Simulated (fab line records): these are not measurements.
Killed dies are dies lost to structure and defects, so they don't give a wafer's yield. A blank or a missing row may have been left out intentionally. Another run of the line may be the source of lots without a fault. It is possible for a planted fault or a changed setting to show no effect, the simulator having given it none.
A struck lot beside a sound one ; flow sky130 ; 15 steps out of a route of 708
Sound: these wafers, L588.2, L588.3, L588.4. Struck: wafer L606.5; the same lot's L606.1 was not struck, so it is left out; see the end for the cause.
Each step with rows lists, per side, the tool, then ch with its chambers, then its first start. Under that, the readings that differ: sound wafers ; struck wafers ; difference of the means ; sigmas: that difference in standard deviations of wafers without a fault.
alike: readings with means less than 2 such deviations apart, plus words and numbers identical on both sides. not compared: withheld readings, readings lacking a value on some wafer, bounds such as >300 that could conceal the same value, and numbers that have no deviation in the record and whose values overlap.
The two part at a step that has a row with sigmas, a row that says differs or no value, or rows on one side only. When numbers do not overlap yet have no deviation, they are printed without sigmas and do not part them. Lack of a reading on every wafer of one side parts them only where that side has two or more wafers.

SKY_VIA4_STRIP_13: strips in O2/N2.
  sound on plasma asher-04 ch 0,1, day 42 17:52; struck on plasma asher-02 ch 0, day 47 21:07
  alike: drypump motor current A, oes product au, strip time to endpoint s
  not compared: rf hours counter h
then, 3 steps without rows for these wafers: SKY_VIA4_STRIP_14 (strips in post etch residue remover, time 1200 s); SKY_VIA4_CLEAN_15 (cleans in IPA, time 180 s); SKY_VIA4_CLEAN_16 (cleans in O3/DIW).
SKY_VIA4_SPUTTER_17: material TiN, target thk 20 nm, time 80 s.
  sound: pvd sputter-03 at day 42 18:31; struck: pvd sputter-04 at day 47 21:43
  alike: throttle valve pct
then, 1 step without rows for these wafers: SKY_VIA4_CVD_18 (deposits W, target thk 505 nm, time 152.14 s).
SKY_VIA4_RS_MEAS_19: the measuring method here is four-point-probe.
  sound: film metro-03 at day 42 18:45; struck: film metro-03 at day 47 21:55
  alike: VIA4_W_RS
SKY_VIA4_THK_MEAS_20: measures by xrf.
  sound: film metro-03 at day 42 18:52; struck: film metro-03 at day 47 22:02
  alike: VIA4_W_THK
then, 1 step without rows for these wafers: SKY_VIA4_CMP_21 (polishes, stops on SiO2, t overpolish 25 s, target thk 0 nm).
SKY_METAL5_SPUTTER_00: material Ti, target thk 15 nm, time 10 s.
  sound: pvd sputter-04 at day 42 19:13; struck: pvd sputter-02 at day 47 22:24
  alike: throttle valve pct
SKY_METAL5_SPUTTER_01: material TiN, target thk 20 nm, time 16.7 s.
  sound: pvd sputter-04 at day 42 19:14; struck: pvd sputter-02 at day 47 22:25
  alike: throttle valve pct
SKY_METAL5_SPUTTER_02: material AlCu, target thk 1150 nm, time 61.2 s.
  sound: pvd sputter-04 at day 42 19:16; struck: pvd sputter-02 at day 47 22:27
reading;sound;struck;difference;sigmas
throttle valve pct (%);30.9 29.2 29.6;27.5;-2.4;-2
SKY_METAL5_SPUTTER_03: material Ti, target thk 5 nm, time 3.3 s.
  sound: pvd sputter-04 at day 42 19:19; struck: pvd sputter-02 at day 47 22:30
reading;sound;struck;difference;sigmas
throttle valve pct (%);31.1 29.1 29.8;27.7;-2.3;-2
model.Ti_of_METAL5_SPUTTER_03.thk nm (nm);5.032 5.078 4.998;5.219;+0.183;
then, 1 step without rows for these wafers: SKY_METAL5_SPUTTER_04 (material TiN, target thk 70 nm, time 58.3 s).
SKY_PAD_OPEN_PROBE_99:
  rows exist in the record for the sound wafers here (prober-01, day 45 17:30), none for the struck ones

## WHERE THEY PART
Earliest at SKY_METAL5_SPUTTER_02; latest, in this record, at SKY_PAD_OPEN_PROBE_99.

WHY: what had been put in by the simulator
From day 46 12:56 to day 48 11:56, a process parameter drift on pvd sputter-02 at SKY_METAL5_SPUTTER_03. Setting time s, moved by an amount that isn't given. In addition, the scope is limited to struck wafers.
